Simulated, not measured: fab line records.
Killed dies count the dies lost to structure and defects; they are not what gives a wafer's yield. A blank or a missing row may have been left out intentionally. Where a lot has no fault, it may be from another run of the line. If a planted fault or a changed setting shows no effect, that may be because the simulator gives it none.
A sampling plan put to the test	flow gf180mcu	each of the 44 faults these records tell of, on one fab line, judged from the records of the lots it struck
What counts as the plan is the set of the line's own looks, namely the steps on the route at which a gauge or an inspection reads a wafer and does not change it. Where struck wafers have a number at a look and the file lists that look's usual mean and standard deviation on fault-free wafers, the look can be judged. Caught: a look later than the fault's first step finds the struck wafers' mean 4 or more of those standard deviations (sigma) from the usual mean. On the tool: the fault's steps, tested the same way using the tool's own readings. Caught also covers a different recipe on the struck wafers, or a record left blank for those wafers only.

== THE FAULTS, as the simulator had put them in ==
1. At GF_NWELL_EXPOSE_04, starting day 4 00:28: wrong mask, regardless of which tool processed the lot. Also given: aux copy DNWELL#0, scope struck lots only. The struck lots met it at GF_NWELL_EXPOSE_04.
2. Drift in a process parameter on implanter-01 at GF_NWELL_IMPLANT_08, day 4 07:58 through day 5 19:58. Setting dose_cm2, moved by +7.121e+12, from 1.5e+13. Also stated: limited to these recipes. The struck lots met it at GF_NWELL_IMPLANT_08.
3. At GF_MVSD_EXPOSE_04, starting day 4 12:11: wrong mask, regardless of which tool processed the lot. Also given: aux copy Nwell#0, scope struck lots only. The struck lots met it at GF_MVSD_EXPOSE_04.
4. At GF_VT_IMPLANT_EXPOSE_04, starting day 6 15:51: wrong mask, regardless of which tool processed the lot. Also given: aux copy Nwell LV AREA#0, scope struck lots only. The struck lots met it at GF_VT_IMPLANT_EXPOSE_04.
5. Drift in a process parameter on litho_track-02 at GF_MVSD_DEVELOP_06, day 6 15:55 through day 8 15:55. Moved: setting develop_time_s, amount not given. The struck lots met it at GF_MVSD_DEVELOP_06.
6. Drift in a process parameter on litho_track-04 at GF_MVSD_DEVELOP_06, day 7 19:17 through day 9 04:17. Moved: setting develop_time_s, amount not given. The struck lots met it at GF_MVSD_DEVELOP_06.
7. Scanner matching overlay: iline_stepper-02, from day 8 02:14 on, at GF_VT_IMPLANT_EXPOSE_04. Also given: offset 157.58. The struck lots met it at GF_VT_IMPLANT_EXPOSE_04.
8. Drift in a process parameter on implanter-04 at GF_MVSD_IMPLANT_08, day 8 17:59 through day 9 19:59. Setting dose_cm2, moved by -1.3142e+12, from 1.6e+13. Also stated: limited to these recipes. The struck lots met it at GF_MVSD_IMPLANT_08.
9. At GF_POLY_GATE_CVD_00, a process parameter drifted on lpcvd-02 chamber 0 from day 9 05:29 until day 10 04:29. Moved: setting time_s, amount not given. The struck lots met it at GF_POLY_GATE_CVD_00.
10. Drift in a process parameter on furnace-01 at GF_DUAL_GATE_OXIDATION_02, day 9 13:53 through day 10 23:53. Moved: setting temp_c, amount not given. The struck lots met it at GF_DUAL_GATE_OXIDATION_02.
11. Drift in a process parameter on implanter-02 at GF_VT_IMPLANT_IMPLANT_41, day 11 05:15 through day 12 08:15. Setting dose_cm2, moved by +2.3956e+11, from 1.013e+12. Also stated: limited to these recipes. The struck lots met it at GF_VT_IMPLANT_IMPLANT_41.
12. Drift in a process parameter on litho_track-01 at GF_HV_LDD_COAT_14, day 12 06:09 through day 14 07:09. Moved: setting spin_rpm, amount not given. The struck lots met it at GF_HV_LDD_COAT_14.
13. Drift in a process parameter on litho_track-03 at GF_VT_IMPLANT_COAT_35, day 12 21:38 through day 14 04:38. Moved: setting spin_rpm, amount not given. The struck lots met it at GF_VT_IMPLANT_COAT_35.
14. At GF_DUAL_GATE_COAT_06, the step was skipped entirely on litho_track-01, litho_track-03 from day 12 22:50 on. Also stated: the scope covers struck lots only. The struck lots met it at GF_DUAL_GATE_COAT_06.
15. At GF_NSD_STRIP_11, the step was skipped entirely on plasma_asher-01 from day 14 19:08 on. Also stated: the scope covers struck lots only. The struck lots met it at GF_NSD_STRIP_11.
16. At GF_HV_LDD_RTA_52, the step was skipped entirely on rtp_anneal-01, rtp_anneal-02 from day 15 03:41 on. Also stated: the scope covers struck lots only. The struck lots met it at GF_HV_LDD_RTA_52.
17. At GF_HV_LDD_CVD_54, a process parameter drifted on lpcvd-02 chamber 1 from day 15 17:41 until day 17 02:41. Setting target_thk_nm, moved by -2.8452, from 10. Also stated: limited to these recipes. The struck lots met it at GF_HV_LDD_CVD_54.
18. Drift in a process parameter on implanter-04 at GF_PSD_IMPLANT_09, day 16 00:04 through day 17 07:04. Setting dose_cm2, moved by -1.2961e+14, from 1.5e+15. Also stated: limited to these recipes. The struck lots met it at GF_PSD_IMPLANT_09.
19. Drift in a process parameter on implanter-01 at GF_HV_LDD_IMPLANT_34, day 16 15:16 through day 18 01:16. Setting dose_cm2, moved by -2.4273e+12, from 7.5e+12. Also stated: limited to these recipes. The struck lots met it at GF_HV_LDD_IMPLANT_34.
20. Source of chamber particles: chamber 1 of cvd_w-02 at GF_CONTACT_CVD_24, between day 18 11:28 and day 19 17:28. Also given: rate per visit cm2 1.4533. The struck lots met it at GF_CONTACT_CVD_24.
21. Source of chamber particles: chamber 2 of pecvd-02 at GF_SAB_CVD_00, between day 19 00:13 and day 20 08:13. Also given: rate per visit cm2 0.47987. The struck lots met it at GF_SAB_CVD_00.
22. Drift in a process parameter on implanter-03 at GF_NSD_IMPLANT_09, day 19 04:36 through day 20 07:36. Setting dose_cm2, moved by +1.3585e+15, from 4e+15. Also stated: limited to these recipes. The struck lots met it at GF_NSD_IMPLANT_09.
23. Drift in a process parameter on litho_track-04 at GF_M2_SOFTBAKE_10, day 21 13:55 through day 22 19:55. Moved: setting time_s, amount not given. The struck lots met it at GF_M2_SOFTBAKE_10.
24. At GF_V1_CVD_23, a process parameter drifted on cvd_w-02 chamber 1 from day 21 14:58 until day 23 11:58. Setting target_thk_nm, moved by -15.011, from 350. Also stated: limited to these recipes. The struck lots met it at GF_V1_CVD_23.
25. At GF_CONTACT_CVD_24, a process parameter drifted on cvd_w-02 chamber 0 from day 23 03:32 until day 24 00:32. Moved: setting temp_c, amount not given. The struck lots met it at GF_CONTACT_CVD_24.
26. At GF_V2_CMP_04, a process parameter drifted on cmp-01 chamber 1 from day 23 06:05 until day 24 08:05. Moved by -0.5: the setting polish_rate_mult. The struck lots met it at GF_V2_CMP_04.
27. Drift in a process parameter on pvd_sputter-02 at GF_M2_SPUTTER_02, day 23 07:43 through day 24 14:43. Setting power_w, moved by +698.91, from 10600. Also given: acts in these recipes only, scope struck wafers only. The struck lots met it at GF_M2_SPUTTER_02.
28. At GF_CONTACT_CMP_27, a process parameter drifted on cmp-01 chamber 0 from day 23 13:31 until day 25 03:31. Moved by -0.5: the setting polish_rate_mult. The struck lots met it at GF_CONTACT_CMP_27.
29. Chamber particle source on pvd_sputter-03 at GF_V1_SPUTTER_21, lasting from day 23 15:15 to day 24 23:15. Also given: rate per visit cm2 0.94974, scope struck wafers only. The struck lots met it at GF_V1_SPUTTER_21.
30. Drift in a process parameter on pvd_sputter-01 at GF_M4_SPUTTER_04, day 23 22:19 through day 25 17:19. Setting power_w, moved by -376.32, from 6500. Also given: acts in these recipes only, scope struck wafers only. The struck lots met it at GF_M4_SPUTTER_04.
31. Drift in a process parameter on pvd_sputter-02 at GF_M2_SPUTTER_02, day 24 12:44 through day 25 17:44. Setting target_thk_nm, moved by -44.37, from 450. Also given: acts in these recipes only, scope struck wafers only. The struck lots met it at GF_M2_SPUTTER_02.
32. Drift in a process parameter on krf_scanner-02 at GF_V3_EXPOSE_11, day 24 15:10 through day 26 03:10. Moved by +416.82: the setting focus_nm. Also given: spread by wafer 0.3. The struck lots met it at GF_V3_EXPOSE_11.
33. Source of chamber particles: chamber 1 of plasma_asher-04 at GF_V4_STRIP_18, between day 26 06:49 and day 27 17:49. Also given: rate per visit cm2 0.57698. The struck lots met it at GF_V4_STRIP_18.
34. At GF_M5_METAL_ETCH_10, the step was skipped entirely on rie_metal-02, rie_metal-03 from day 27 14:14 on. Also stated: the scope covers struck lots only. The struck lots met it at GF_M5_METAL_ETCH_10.
35. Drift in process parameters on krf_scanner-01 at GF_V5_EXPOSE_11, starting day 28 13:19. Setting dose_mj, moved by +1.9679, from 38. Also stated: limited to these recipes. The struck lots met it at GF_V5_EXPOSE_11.
36. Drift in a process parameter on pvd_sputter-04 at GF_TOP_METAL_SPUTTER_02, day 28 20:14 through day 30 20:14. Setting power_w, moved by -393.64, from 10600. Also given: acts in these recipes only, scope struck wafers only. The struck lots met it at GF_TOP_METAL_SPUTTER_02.
37. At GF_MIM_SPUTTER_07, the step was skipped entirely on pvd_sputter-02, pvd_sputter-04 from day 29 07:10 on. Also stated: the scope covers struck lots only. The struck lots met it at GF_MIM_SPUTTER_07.
38. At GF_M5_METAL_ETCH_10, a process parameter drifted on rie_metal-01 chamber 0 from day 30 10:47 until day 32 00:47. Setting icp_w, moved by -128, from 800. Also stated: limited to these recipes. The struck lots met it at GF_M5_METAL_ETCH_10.
39. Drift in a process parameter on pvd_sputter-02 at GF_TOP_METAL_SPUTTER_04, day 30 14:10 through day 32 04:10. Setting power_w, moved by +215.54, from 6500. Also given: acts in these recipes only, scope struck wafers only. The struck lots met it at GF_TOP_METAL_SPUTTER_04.
40. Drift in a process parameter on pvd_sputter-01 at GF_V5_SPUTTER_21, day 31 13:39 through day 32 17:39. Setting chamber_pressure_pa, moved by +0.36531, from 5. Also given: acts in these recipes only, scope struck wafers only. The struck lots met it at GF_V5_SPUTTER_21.
41. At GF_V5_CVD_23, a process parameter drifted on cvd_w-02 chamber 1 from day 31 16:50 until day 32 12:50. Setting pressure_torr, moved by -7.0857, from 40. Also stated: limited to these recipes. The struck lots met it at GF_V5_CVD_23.
42. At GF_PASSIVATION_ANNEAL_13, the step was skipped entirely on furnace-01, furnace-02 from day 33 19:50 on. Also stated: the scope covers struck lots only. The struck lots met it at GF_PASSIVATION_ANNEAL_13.
43. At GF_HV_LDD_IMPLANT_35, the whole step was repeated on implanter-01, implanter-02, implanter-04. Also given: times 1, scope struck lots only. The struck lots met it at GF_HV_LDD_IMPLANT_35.
44. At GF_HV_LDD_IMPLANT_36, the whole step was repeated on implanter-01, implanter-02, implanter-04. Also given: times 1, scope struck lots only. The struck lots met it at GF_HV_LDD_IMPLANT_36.

== WHAT THE PLAN SAW ==
fault	on the tool itself	first look that catches it	reading, sigma	median hours from its first step to that look	hours from the fault's start to the first struck lot there	judged looks passed uncaught
1	no reading that can be judged	GF_NWELL_TW_MEAS_11	NWELL_TW -99 or beyond	6.7	10	0
2	dose_ions_cm2 +99 or beyond sigma	GF_NWELL_TW_MEAS_11	NWELL_TW +14	0.4	8	0
3	no reading that can be judged	GF_MVSD_TW_MEAS_11	MVSD_TW -99 or beyond	7.0	10	0
4	under 2 sigma	GF_VT_IMPLANT_TW_MEAS_10	VT_IMPLANT_TW -99 or beyond	8.0	11	0
5	under 2 sigma	GF_MVSD_TW_MEAS_11	MVSD_TW -5.7	1.2	3	0
6	no reading that can be judged	none of the 2 looks that can be judged after it	-	-	-	2
7	no reading that can be judged	GF_VT_IMPLANT_OVL_MEAS_07	VT_IMPLANT_OVL +99 or beyond	8.4	15	0
8	dose_ions_cm2 -72 sigma	GF_VT_IMPLANT_RS_MEAS_46	MVSD_RS +17	93.3	98	1
9	under 2 sigma	GF_POLY_GATE_THK_MEAS_01	POLY_GATE_CVD_00_THK -31	1.3	22	0
10	tube_center_temp_C -99 or beyond sigma	GF_DUAL_GATE_THK_MEAS_03	DUAL_GATE_OXIDATION_00_THK -8.4	1.5	5	0
11	dose_ions_cm2 +99 or beyond sigma	GF_VT_IMPLANT_TW_MEAS_43	VT_IMPLANT_4_TW +12	0.2	8	0
12	spin_speed_rpm +61 sigma	not the one look that can be judged after it	-	-	-	1
13	spin_speed_rpm +99 or beyond sigma	no look after it can be judged	-	-	-	0
14	the tool's record is blank for the struck wafers	no look after it can be judged	-	-	-	0
15	the tool's record is blank for the struck wafers	GF_PSD_TW_MEAS_11	PSD_TW -99 or beyond	21.8	23	0
16	the tool's record is blank for the struck wafers	no look after it can be judged	-	-	-	0
17	under 2 sigma	GF_HV_LDD_THK_MEAS_55	HV_LDD_CVD_54_THK -19	2.3	13	0
18	dose_ions_cm2 -80 sigma	GF_PSD_RS_MEAS_15	PSD_RS +12	2.9	12	1
19	dose_ions_cm2 -99 or beyond sigma	GF_HV_LDD_TW_MEAS_38	HV_LDD_3_TW -4.0	0.5	5	0
20	under 2 sigma	none of the 2 looks that can be judged after it	-	-	-	2
21	under 2 sigma	no look after it can be judged	-	-	-	0
22	dose_ions_cm2 +99 or beyond sigma	GF_PSD_RS_MEAS_14	NSD_RS -17	25.1	32	0
23	heater_power_total_W +99 or beyond sigma	none of the 2 looks that can be judged after it	strongest: cd_nm at GF_M2_CD_MEAS_14, +2.9	-	-	2
24	under 2 sigma	GF_V1_RS_MEAS_24	V1_W_RS +4.1	0.1	7	0
25	susceptor_temp_C +37 sigma	GF_CONTACT_RS_MEAS_25	CONTACT_W_RS -11	0.1	6	0
26	time_to_endpoint_s +4.3 sigma	no look after it can be judged	-	-	-	0
27	cathode_dc_power_W +99 or beyond sigma	GF_M2_RS_MEAS_05	M2_ALCU_RS -5.5	0.1	18	0
28	overpolish_run_s -99 or beyond sigma	no look after it can be judged	-	-	-	0
29	under 2 sigma	none of the 8 looks that can be judged after it	-	-	-	8
30	cathode_dc_power_W -99 or beyond sigma	none of the 7 looks that can be judged after it	-	-	-	7
31	under 2 sigma	GF_M2_RS_MEAS_05	M2_ALCU_RS +10.0	0.1	3	0
32	exposure_dose_mJ_cm2 -15 sigma	GF_V3_CD_MEAS_14	cd_nm +5.5	10.2	29	0
33	under 2 sigma	not the one look that can be judged after it	-	-	-	1
34	the tool's record is blank for the struck wafers	no look after it can be judged	-	-	-	0
35	exposure_dose_mJ_cm2 +31 sigma	GF_V5_CD_MEAS_14	cd_nm +5.3	8.9	18	0
36	cathode_dc_power_W -99 or beyond sigma	none of the 3 looks that can be judged after it	strongest: TOP_METAL_ALCU_RS at GF_TOP_METAL_RS_MEAS_05, +3.7	-	-	3
37	the tool's record is blank for the struck wafers	no look after it can be judged	-	-	-	0
38	rf_fwd_power_W -36 sigma	not the one look that can be judged after it	-	-	-	1
39	cathode_dc_power_W +99 or beyond sigma	none of the 4 looks that can be judged after it	strongest: TOP_METAL_ALCU_RS at GF_TOP_METAL_RS_MEAS_05, -2.2	-	-	4
40	chamber_pressure_pa +42 sigma	no look after it can be judged	-	-	-	0
41	chamber_pressure_Torr -82 sigma	GF_V5_RS_MEAS_24	V5_W_RS +11	0.1	2	0
42	the tool's record is blank for the struck wafers	GF_PASSIVATION_BOW_MEAS_14	PASSIVATION_BOW +7.8	1.5	7	0
43	no reading that can be judged	GF_HV_LDD_TW_MEAS_38	HV_LDD_3_TW +9.6	0.7	-	0
44	under 2 sigma	GF_HV_LDD_TW_MEAS_38	HV_LDD_3_TW +10	0.6	-	0
A dash: this means the fault isn't caught or the number doesn't appear in these records.

Caught at a look: 25 of 44. Caught on the tool: 28 of 44. By one or the other: 39 of 44.
Caught on the tool alone: faults 12, 13, 14, 16, 23, 26, 28, 30, 34, 36, 37, 38, 39, 40.
Caught at a look alone: faults 1, 3, 4, 5, 7, 9, 17, 24, 31, 43, 44.
Caught by neither: faults 6, 20, 21, 29, 33.

== THINNER SAMPLING ==
Were the look that catches a fault to measure just every second or every third lot (counted by lot number), the first struck lot would, at worst, be measured this late:
fault	struck lots at that look, in order of time	every lot	every second lot	every third lot
1	L296	10 h	may miss it	may miss it
2	L452, L455	8 h	25 h	may miss all 2
3	L493	10 h	may miss it	may miss it
4	L723	11 h	may miss it	may miss it
5	L963, L966, L967	3 h	28 h	may miss all 3
7	L294, L297	15 h	33 h	may miss all 2
8	L989, L990	98 h	106 h	may miss all 2
9	L441	22 h	may miss it	may miss it
10	L981, L984	5 h	29 h	may miss all 2
11	L264, L267	8 h	26 h	may miss all 2
15	L671, L672	23 h	36 h	may miss all 2
17	L985	13 h	may miss it	may miss it
18	L816, L818	12 h	may miss all 2	may miss all 2
19	L161, L162	5 h	12 h	may miss all 2
22	L638, L639	32 h	40 h	may miss all 2
24	L966, L969	7 h	45 h	may miss all 2
25	L569, L570	6 h	14 h	may miss all 2
27	L258	18 h	may miss it	may miss it
31	L556, L558	3 h	may miss all 2	may miss all 2
32	L893, L894	29 h	42 h	may miss all 2
35	L504, L507, L509, L510	18 h	41 h	may miss all 4
41	L218, L219	2 h	5 h	may miss all 2
42	L415, L416, L417	7 h	7 h	11 h
The hour figures run from when the fault began to the first measured lot among those it struck. The test against the limit of 4 sigma pooled every struck wafer, which means one lot taken alone may stay below that limit. Other struck lots may not be in these records.

== THE LONGEST TIMED WAY FROM STEP TO LOOK ==
Fault 8: the median time between GF_MVSD_IMPLANT_08 and GF_VT_IMPLANT_RS_MEAS_46 is 93.3 hours. The look between them that can be judged stayed within 4 sigma: GF_MVSD_TW_MEAS_11.
